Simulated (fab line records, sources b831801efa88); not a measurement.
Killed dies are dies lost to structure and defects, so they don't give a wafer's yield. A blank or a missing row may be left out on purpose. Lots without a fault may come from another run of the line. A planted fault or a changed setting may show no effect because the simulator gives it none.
fab line records | flow sky130
record lots=7 wafers=21 last_day=50
route steps=708 shown METAL3@568 VIA3@573 PAD_OPEN@708
lots that met no fault: from a run of the same line without faults
start_h: hours from the record's first day to the start of the lot's first wafer shown | wait_h: hours since the lot's step before | " the same as in the row above | L1.1+2: a row that stands for several wafers | - no value, or no start given | * or withheld: withheld | < > ~ a bound
route shown NAME@n: a module of which the file shows steps, and the number in the route of the first | usual: mean/standard deviation of fault-free wafers | same: alike in all rows | chamber/n: place in a boat | sites: the reading at each site | _std_site: their standard deviation | _edge_site: outer sites' mean less inner sites' | radius_mm: how far each site lies from the wafer's centre | mask NAME#n: copy n | behind: the tool/chamber that last shaped the wafer | hold: why the lot was held/for how many hours/how that ended | device: the transistor (n, p or np) that didn't switch | end of line: the same wafers' tests at the end of the route | a step without rows: its recipe alone | killed: dies lost to structure and defects at the first sort, not the wafer's yield | map: a wafer's dies, x killed, . not, _ none there
set.NAME: the setting as run; set.NAME@STEP: as run at that earlier step | model.NAME: the simulator's own value behind a step, which no gauge read
lots at some steps of the route; a table a step, a row a wafer
services: from which hour (start_h, from the record's first day; less than 0 if before it) a tool's chamber was out of use, for how many hours, and why
## steps
# step SKY_METAL3_METAL_ETCH_18
# recipe target_depth_a=8450 stop_on=SiO2 over_etch_frac=0.3 time_s=183.1 chemistry=Cl2/BCl3 resist_sidewall_deg=88 pressure_mtorr=10 icp_w=900 bias_w=48.5 Cl2_flow_sccm=60 bcl3_flow_sccm=30
# step SKY_METAL3_STRIP_19
# recipe chemistry=O2/N2 power_w=1400 pressure_mtorr=1500 platen_temp_c=withheld o2_flow_sccm=3000 n2_flow_sccm=300 overash_fraction=0.5
# usual drypump_motor_current_A=5.33/0.26 oes_product_au=0.500/0.0062 strip_time_to_endpoint_s=6.50/0.098
# columns lot.wafer tool chamber start_h wait_h drypump_motor_current_A oes_product_au rf_hours_counter_h strip_time_to_endpoint_s
L907.2 plasma_asher-01 0 913.13 0.1 5.56 0.506 113 6.59
L907.3 " 1 " " 4.88 0.509 - 6.60
L907.4 " 0 " " 5.57 0.496 - 6.56
L912.1 plasma_asher-03 1 973.31 0.1 5.16 0.500 22 6.50
L912.2 " 0 " " 5.66 0.514 22 6.68
L912.3 " 1 " " 5.16 0.505 - 6.57
L917.2 plasma_asher-02 1 984.03 0.1 5.23 0.503 88 6.52
L917.5 " 1 " " 5.24 0.494 - 6.37
L917.6 " 0 " " 5.44 0.497 - 6.46
L919.1 plasma_asher-03 0 990.60 0.1 5.67 0.502 24 6.58
L919.4 " 1 " " 5.16 0.508 - 6.58
L919.5 " 0 " " 5.66 0.502 - 6.51
L920.2 plasma_asher-01 1 1004.63 0.1 4.92 0.495 122 6.54
L920.4 " 1 " " 4.91 0.510 - 6.56
L920.6 " 0 " " 5.56 0.496 - 6.51
L927.1 plasma_asher-03 1 1056.13 0.1 5.18 0.509 31 6.65
L927.3 " 1 " " 5.17 0.507 - 6.67
L927.6 " 1 " " 5.16 0.504 - 6.67
L928.2 plasma_asher-02 1 1056.74 0.1 5.24 0.498 95 6.44
L928.5 " 0 " " 5.42 0.494 - 6.52
L928.6 " 1 " " 5.24 0.498 - 6.44
# step SKY_METAL3_STRIP_20
# recipe chemistry=post_etch_residue_remover time_s=1200 temp_c=72.5
# step SKY_METAL3_CLEAN_21
# recipe chemistry=IPA time_s=180 temp_c=25
# step SKY_METAL3_CLEAN_22
# recipe chemistry=O3/DIW dry=n2_spin
# step SKY_VIA3_HDPCVD_00
# recipe material=SiO2 target_thk_nm=1635 sigma_open_frac=0.3 time_s=272.5 temp_c=400 sih4_flow_sccm=60 pressure_mtorr=6
# step SKY_VIA3_THK_MEAS_01
# recipe reads=SiO2_of_VIA3_HDPCVD_00
# usual VIA3_HDPCVD_THK=1626/16
# columns lot.wafer tool chamber start_h wait_h VIA3_HDPCVD_THK[nm]
L907.2 film_metro-03 - 913.90 0.1 1661
L907.3 " - " " 1646
L907.4 " - " " 1647
L912.1 film_metro-03 - 974.11 0.1 1642
L912.2 " - " " 1640
L912.3 " - " " 1647
L917.2 film_metro-02 - 984.80 0.1 1606
L917.5 " - " " 1598
L917.6 " - " " 1615
L919.1 film_metro-01 - 991.37 0.1 1619
L919.4 " - " " 1611
L919.5 " - " " 1634
L920.2 film_metro-01 - 1005.40 0.1 1640
L920.4 " - " " 1633
L920.6 " - " " 1620
L927.1 film_metro-03 - 1056.89 0.1 1643
L927.3 " - " " 1609
L927.6 " - " " 1633
L928.2 film_metro-03 - 1057.61 0.1 1627
L928.5 " - " " 1638
L928.6 " - " " 1632
# step SKY_VIA3_CMP_02
# recipe material=SiO2 down_force_psi=4 platen_rpm=60 pad_velocity_m_s=0.94248
# usual motor_current_A=12.1/1.1 platen_rpm=60.00/0.043
# columns lot.wafer tool chamber start_h wait_h motor_current_A platen_rpm
L907.4 cmp-02 3 913.95 0.0 11.4 59.96
L907.2 " 0 " " 13.6 60.05
L907.3 " 2 " " 11.0 60.01
L912.3 cmp-02 3 974.17 0.0 10.2 60.07
L912.2 " 0 " " 12.3 60.03
L912.1 " 1 " " 11.2 59.97
L917.2 cmp-01 0 985.00 0.2 12.4 60.03
L917.6 " 1 " " 11.0 60.01
L917.5 " 2 " " 12.0 59.95
L919.1 cmp-02 0 991.48 0.1 13.8 60.00
L919.4 " 2 " " 11.5 60.00
L919.5 " 0 " " 13.1 59.98
L920.4 cmp-02 3 1005.50 0.1 10.2 59.96
L920.2 " 1 " " 11.3 60.02
L920.6 " 3 " " 10.3 59.99
L927.3 cmp-01 1 1056.95 0.0 11.4 59.98
L927.1 " 3 " " 14.2 59.93
L927.6 " 1 " " 10.9 60.05
L928.2 cmp-02 1 1057.66 0.0 11.7 60.01
L928.6 " 1 " " 12.3 59.97
L928.5 " 2 " " 10.8 60.02
# step SKY_VIA3_BOW_MEAS_03
# recipe mode=bow
# usual VIA3_BOW=81/8.1
# columns lot.wafer tool chamber start_h wait_h VIA3_BOW[um]
L907.2 film_metro-01 - 914.27 0.2 80
L907.3 " - " " 94
L907.4 " - " " 89
L912.1 film_metro-03 - 974.47 0.1 68
L912.2 " - " " 83
L912.3 " - " " 81
L917.2 film_metro-01 - 985.17 0.1 70
L917.5 " - " " 84
L917.6 " - " " 84
L919.1 film_metro-02 - 991.73 0.2 74
L919.4 " - " " 97
L919.5 " - " " 73
L920.2 film_metro-01 - 1005.77 0.1 91
L920.4 " - " " 86
L920.6 " - " " 75
L927.1 film_metro-03 - 1057.25 0.1 96
L927.3 " - " " 88
L927.6 " - " " 97
L928.2 film_metro-02 - 1057.98 0.3 80
L928.5 " - " " 73
L928.6 " - " " 84
# step SKY_VIA3_DEHYDRATE_04
# recipe temp_c=200 time_s=60
# step SKY_VIA3_HMDS_05
# recipe prime_time_s=60 prime_temp_c=120
# step SKY_VIA3_COAT_06
# recipe resist=BARC temp_c=withheld time_s=withheld spin_rpm=3000 resist_thk_nm=60
# step SKY_VIA3_COAT_07
# recipe resist=KrF-thick spin_rpm=3000 resist_thk_nm=450
# usual spin_speed_rpm=2999.9/2.5
# columns lot.wafer tool chamber start_h wait_h spin_speed_rpm model.KrF-thick_of_VIA3_COAT_07.thk_nm
L907.2 litho_track-01 0 926 - 3001.6 450
L907.3 " 0 " " 2998.4 450
L907.4 " 0 " " 3007.5 448.9
L912.1 litho_track-03 0 986 - 3000.6 448.8
L912.2 " 0 " " 3000.4 449
L912.3 " 0 " " 3005.3 450.6
L917.2 litho_track-01 0 997 - 3060.8 445.1
L917.5 " 0 " " 3063.8 446.2
L917.6 " 0 " " 3065.5 445.2
L919.1 litho_track-01 0 1003 - 3060.1 445.8
L919.4 " 0 " " 3055.7 445.6
L919.5 " 0 " " 3054.0 447
L920.2 litho_track-01 0 1016 - 3056.8 445.4
L920.4 " 0 " " 3058.5 444.9
L920.6 " 0 " " 3060.8 444.2
L927.1 litho_track-03 0 1067 - 3004.4 449.1
L927.3 " 0 " " 3002.5 448.1
L927.6 " 0 " " 2999.4 448.4
L928.2 litho_track-03 0 1068 - 2999.6 450.1
L928.5 " 0 " " 3003.5 448.8
L928.6 " 0 " " 2998.6 449.2
# step SKY_VIA3_SOFTBAKE_08
# recipe temp_c=100 time_s=93.82 resist=KrF-thick
# usual plate_sensor_t_centre_C=100.88/0.0094 plate_sensor_t_edge_C=100.95/0.011
# same time_s=93.82
# columns lot.wafer tool chamber start_h wait_h plate_sensor_t_centre_C plate_sensor_t_edge_C
L907.2 litho_track-01 0 - - 100.87 100.96
L907.3 " 0 " " 100.87 100.96
L907.4 " 0 " " 100.88 100.97
L912.1 litho_track-03 0 - - 100.87 100.95
L912.2 " 0 " " 100.89 100.96
L912.3 " 0 " " 100.88 100.97
L917.2 litho_track-01 0 - - 100.89 100.94
L917.5 " 0 " " 100.87 100.97
L917.6 " 0 " " 100.89 100.96
L919.1 litho_track-01 0 - - 100.88 100.96
L919.4 " 0 " " 100.88 100.96
L919.5 " 0 " " 100.86 100.94
L920.2 litho_track-01 0 - - 100.88 100.95
L920.4 " 0 " " 100.9 100.96
L920.6 " 0 " " 100.89 100.95
L927.1 litho_track-03 0 - - 100.89 100.96
L927.3 " 0 " " 100.89 100.96
L927.6 " 0 " " 100.9 100.95
L928.2 litho_track-03 0 - - 100.88 100.98
L928.5 " 0 " " 100.89 100.94
L928.6 " 0 " " 100.88 100.97
# step SKY_VIA3_EXPOSE_09
# recipe mask_id=VIM3 na=0.8 source_shape=annular sigma_inner=0.55 sigma_outer=0.85 target_cd_nm=200 dose_mj=38
# step SKY_VIA3_PEB_10
# recipe peb_temp_c=withheld peb_time_s=withheld resist=KrF-thick
# step SKY_VIA3_DEVELOP_11
# recipe develop_time_s=60 resist=KrF-thick dev_temp_c=21
# step SKY_VIA3_CD_MEAS_12
# recipe target_cd_nm=200
# usual cd_nm=200.0/1.1
# columns lot.wafer tool chamber start_h wait_h cd_nm
L907.2 cd_sem-02 - 938.42 - 200.0
L907.3 " - " " 201.6
L907.4 " - " " 200.6
L912.1 cd_sem-02 - 998.60 - 200.9
L912.2 " - " " 202.9
L912.3 " - " " 201.0
L917.2 cd_sem-02 - 1009.29 - 200.6
L917.5 " - " " 201.4
L917.6 " - " " 200.5
L919.1 cd_sem-02 - 1014.78 - 199.7
L919.4 " - " " 199.5
L919.5 " - " " 199.0
L920.2 cd_sem-01 - 1027.80 - 200.5
L920.4 " - " " 199.2
L920.6 " - " " 199.7
L927.1 cd_sem-01 - 1078.11 - 199.9
L927.3 " - " " 200.3
L927.6 " - " " 200.4
L928.2 cd_sem-01 - 1079.08 - 201.6
L928.5 " - " " 201.7
L928.6 " - " " 202.1
# step SKY_VIA3_OVL_MEAS_13
# usual VIA3_OVL=-3/5.8
# columns lot.wafer tool chamber start_h wait_h VIA3_OVL[nm]
L907.2 overlay-01 - 938.53 0.1 1
L907.3 " - " " 0
L907.4 " - " " 0
L912.1 overlay-01 - 998.72 0.1 -5
L912.2 " - " " -11
L912.3 " - " " -6
L917.2 overlay-02 - 1009.40 0.1 -6
L917.5 " - " " -8
L917.6 " - " " -7
L919.1 overlay-01 - 1014.90 0.1 2
L919.4 " - " " -4
L919.5 " - " " 4
L920.2 overlay-01 - 1027.90 0.1 6
L920.4 " - " " 6
L920.6 " - " " 2
L927.1 overlay-01 - 1078.23 0.1 -6
L927.3 " - " " 4
L927.6 " - " " 1
L928.2 overlay-01 - 1079.18 0.1 -5
L928.5 " - " " 1
L928.6 " - " " -10
# step SKY_VIA3_ETCH_14
# recipe chemistry=N2/H2 target=BARC ion_energy_ev=200 source_w=500 bias_w=100 pressure_mtorr=30 n2_flow_sccm=100 h2_flow_sccm=200 stop_on=SiO2 time_s=45.9 target_depth_a=600
# usual drypump_motor_current_A=5.5/0.45 oes_product_au=0.855/0.0047 throttle_valve_pct=13.224/0.0096
# same time_s=45.9
# columns lot.wafer tool chamber start_h wait_h drypump_motor_current_A oes_product_au rf_hours_counter_h throttle_valve_pct
L907.2 rie_diel-01 1 938.56 0.0 5.6 0.856 1 13.213
L907.3 " 0 " " 5.3 0.858 4 13.216
L907.4 " 3 " " 6.6 0.866 9 13.233
L912.1 rie_diel-03 3 998.76 0.0 5.9 0.849 18 13.237
L912.2 " 1 " " 5.0 0.852 17 13.240
L912.3 " 2 " " 5.3 0.859 9 13.209
L917.2 rie_diel-01 1 1009.43 0.0 5.6 0.851 3 13.230
L917.5 " 0 " " 5.3 0.859 - 13.223
L917.6 " 1 " " 5.6 0.859 - 13.203
L919.1 rie_diel-01 0 1014.93 0.0 5.3 0.851 7 13.229
L919.4 " 1 " " 5.6 0.855 - 13.215
L919.5 " 2 " " 5.8 0.852 - 13.230
L920.2 rie_diel-03 2 1027.93 0.0 5.3 0.856 10 13.218
L920.4 " 1 " " 5.0 0.857 18 13.221
L920.6 " 2 " " 5.3 0.856 - 13.227
L927.1 rie_diel-03 1 1078.26 0.0 5.0 0.848 19 13.211
L927.3 " 0 " " 5.3 0.849 25 13.228
L927.6 " 0 " " 5.2 0.854 - 13.217
L928.2 rie_diel-01 3 1079.21 0.0 6.6 0.846 13 13.213
L928.5 " 2 " " 5.9 0.854 - 13.221
L928.6 " 1 " " 5.6 0.853 - 13.232
# step SKY_VIA3_ETCH_15
# recipe target=SiO2 chemistry=C4F8/O2/Ar target_depth_nm=507 stop_on=TiN mask_material=KrF-thick source_w=1500 bias_w=1200 pressure_mtorr=40 c4f8_flow_sccm=withheld O2_flow_sccm=6 Ar_flow_sccm=300 time_s=78
# usual oes_product_au=0.946/0.0048
# same time_s=78
# columns lot.wafer tool chamber start_h wait_h oes_product_au model.KrF-thick_of_VIA3_COAT_07.thk_nm
L907.2 rie_diel-01 1 938.60 0.0 0.947 290.8
L907.3 " 0 " " 0.940 289.8
L907.4 " 3 " " 0.952 293.9
L912.1 rie_diel-03 3 998.80 0.0 0.951 288.2
L912.2 " 1 " " 0.944 289.9
L912.3 " 2 " " 0.943 290.8
L917.2 rie_diel-01 1 1009.47 0.0 0.951 282.2
L917.5 " 0 " " 0.943 284.2
L917.6 " 1 " " 0.938 283.5
L919.1 rie_diel-01 0 1014.98 0.0 0.946 284.9
L919.4 " 1 " " 0.943 282.5
L919.5 " 2 " " 0.940 286.8
L920.2 rie_diel-03 2 1027.98 0.0 0.943 283.4
L920.4 " 1 " " 0.939 284.6
L920.6 " 2 " " 0.947 280.8
L927.1 rie_diel-03 1 1078.30 0.0 0.952 292.7
L927.3 " 0 " " 0.949 293.5
L927.6 " 0 " " 0.956 294.2
L928.2 rie_diel-01 3 1079.25 0.0 0.954 290
L928.5 " 2 " " 0.939 289
L928.6 " 1 " " 0.938 287.7
# step SKY_VIA3_STRIP_16
# recipe chemistry=O2/N2 power_w=1400 pressure_mtorr=1500 platen_temp_c=withheld o2_flow_sccm=3000 n2_flow_sccm=300 overash_fraction=0.5
# usual drypump_motor_current_A=5.5/0.32 oes_product_au=0.401/0.0045 strip_time_to_endpoint_s=4.117/0.028
# columns lot.wafer tool chamber start_h wait_h drypump_motor_current_A oes_product_au rf_hours_counter_h strip_time_to_endpoint_s
L907.2 plasma_asher-03 1 938.66 0.0 5.2 0.391 19 4.115
L907.3 " 0 " " 5.7 0.401 - 4.114
L907.4 " 1 " " 5.2 0.396 - 4.152
L912.1 plasma_asher-04 1 998.86 0.0 6.1 0.400 56 4.092
L912.2 " 0 " " 5.8 0.403 56 4.124
L912.3 " 1 " " 6.1 0.399 - 4.113
L917.2 plasma_asher-03 1 1009.53 0.0 5.1 0.394 26 4.019
L917.5 " 1 " " 5.2 0.396 - 4.051
L917.6 " 0 " " 5.6 0.396 - 4.032
L919.1 plasma_asher-02 0 1015.04 0.0 5.4 0.400 91 4.055
L919.4 " 0 " " 5.4 0.405 - 4.022
L919.5 " 1 " " 5.3 0.401 - 4.090
L920.2 plasma_asher-02 0 1028.04 0.0 5.4 0.390 92 4.034
L920.4 " 0 " " 5.4 0.402 - 4.061
L920.6 " 1 " " 5.2 0.393 - 4.021
L927.1 plasma_asher-04 1 1078.36 0.0 6.1 0.396 64 4.144
L927.3 " 1 " " 6.1 0.402 - 4.149
L927.6 " 1 " " 6.1 0.399 - 4.165
L928.2 plasma_asher-04 1 1079.31 0.0 6.1 0.395 64 4.110
L928.5 " 0 " " 5.9 0.406 - 4.107
L928.6 " 1 " " 6.1 0.402 - 4.068
# step SKY_PAD_OPEN_PROBE_99
# usual defect_limited_yield=82.5/2 killed_at_M0_to_M3=44/7.1 killed_at_M4_up=3.1/1.8 killed_at_contacts=24/5.3 killed_at_front_end=15/4.5 killed_at_other=0.2/0.42 killed_dies=86/9.6 killed_open=46/6.9 killed_short=40/6.4 sort_bin_3_pad_short=0.8/0.36 sort_bin_5_function=10.3/1.3 sort_bin_6_memory=6.4/1.2 sort_n_pass=406/9.6 sort_yield_pct=82.5/2
# same gross_dies=492 killed_at_back_side=0 sort_bin_4_leakage[%]=0 sort_bin_8_speed[%]=0
# columns lot.wafer tool chamber start_h wait_h defect_limited_yield[%] killed_at_M0_to_M3 killed_at_M4_up killed_at_contacts killed_at_front_end killed_at_other killed_dies killed_open killed_short sort_bin_3_pad_short[%] sort_bin_5_function[%] sort_bin_6_memory[%] sort_n_pass sort_yield_pct[%]
L928.2 prober-02 - 1198.40 0.1 82.1 43 4 21 20 0 88 49 39 0.4 10.6 6.9 404 82.1
L928.5 prober-02 - 1198.55 0.2 84.3 31 3 18 25 0 77 38 39 0.8 8.5 6.3 415 84.3
L928.6 prober-02 - 1198.60 0.2 84.3 26 2 32 17 0 77 32 45 1.2 10.4 4.1 415 84.3
# killed by level:class
L928.2 VIA1:geometric_particle:open=12 CONTACT:geometric_particle:open=7 LI_CONTACT:geometric_particle:open=6 VIA3:geometric_particle:open=6 POLY_GATE:geometric_particle:open=5 LI_CONTACT:geometric_particle:short=5 VIA1:geometric_particle:short=5 FIELD_ISO:geometric_particle:short=4
L928.5 CONTACT:geometric_particle:open=8 POLY_GATE:geometric_particle:short=8 FIELD_ISO:geometric_particle:open=5 POLY_GATE:geometric_particle:open=5 METAL1:geometric_particle:short=5 VIA1:geometric_particle:open=5 VIA1:geometric_particle:short=5 VIA2:geometric_particle:short=5
L928.6 LI_CONTACT:geometric_particle:open=8 CONTACT:geometric_particle:short=8 POLY_GATE:geometric_particle:short=7 CONTACT:geometric_particle:open=7 LI_CONTACT:geometric_particle:short=5 VIA1:geometric_particle:open=5 FIELD_ISO:geometric_particle:short=4 POLY_GATE:geometric_particle:open=4
## services
# columns tool chamber start_h hours kind
cmp-01 - 912.00 4.0 pm
cmp-01 - 914.24 1.6 repair
cmp-01 - 916.00 - consumable_replace:conditioner
cmp-01 - 916.00 - consumable_replace:pad
cmp-02 - 929.78 1.1 repair
cmp-01 - 950.98 5.6 repair
cmp-02 - 951.52 1.5 repair
plasma_asher-01 - 955.31 0.6 repair
cmp-01 - 958.30 6.8 pm
plasma_asher-04 - 963.20 14.6 pm
rie_diel-03 - 971.89 2.3 repair
rie_diel-03 0 975.54 5.0 repair
plasma_asher-01 - 981.52 5.5 repair
rie_diel-03 - 991.72 2.8 pm
rie_diel-01 3 1008.91 8.8 repair
rie_diel-03 0 1010.08 10.3 repair
cmp-01 - 1028.42 0.9 repair
cmp-01 - 1037.75 8.1 pm
rie_diel-03 1 1053.82 5.6 repair
plasma_asher-01 - 1055.25 9.0 pm
plasma_asher-01 0 1055.25 9.0 vent_cycle
plasma_asher-03 - 1058.10 1.0 repair
rie_diel-03 - 1066.02 1.9 repair
cmp-02 - 1066.19 2.4 repair
## key
first_sign step=SKY_VIA3_COAT_07 reading=spin_speed_rpm direction=up sigmas=24 usual=2999.9 struck=3059.6
effect none on later readings
model_effect step=SKY_VIA3_COAT_07 value=KrF-thick_of_VIA3_COAT_07.thk_nm without=449.9 struck=445.5
model_effect step=SKY_VIA3_ETCH_15 value=KrF-thick_of_VIA3_COAT_07.thk_nm without=288.1 struck=283.7
met_at SKY_VIA3_COAT_07
struck_wafers L917.2,L917.5,L917.6,L919.1,L919.4,L919.5,L920.2,L920.4,L920.6
onset_between 926 997
fault kind=process_parameter_drift tool=litho_track-01 chamber=- onset_h=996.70 steps=SKY_VIA3_COAT_07 channel=spin_rpm offset=59.94 shape=step end_h=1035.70 acts_in=these_recipes_only stated=3000
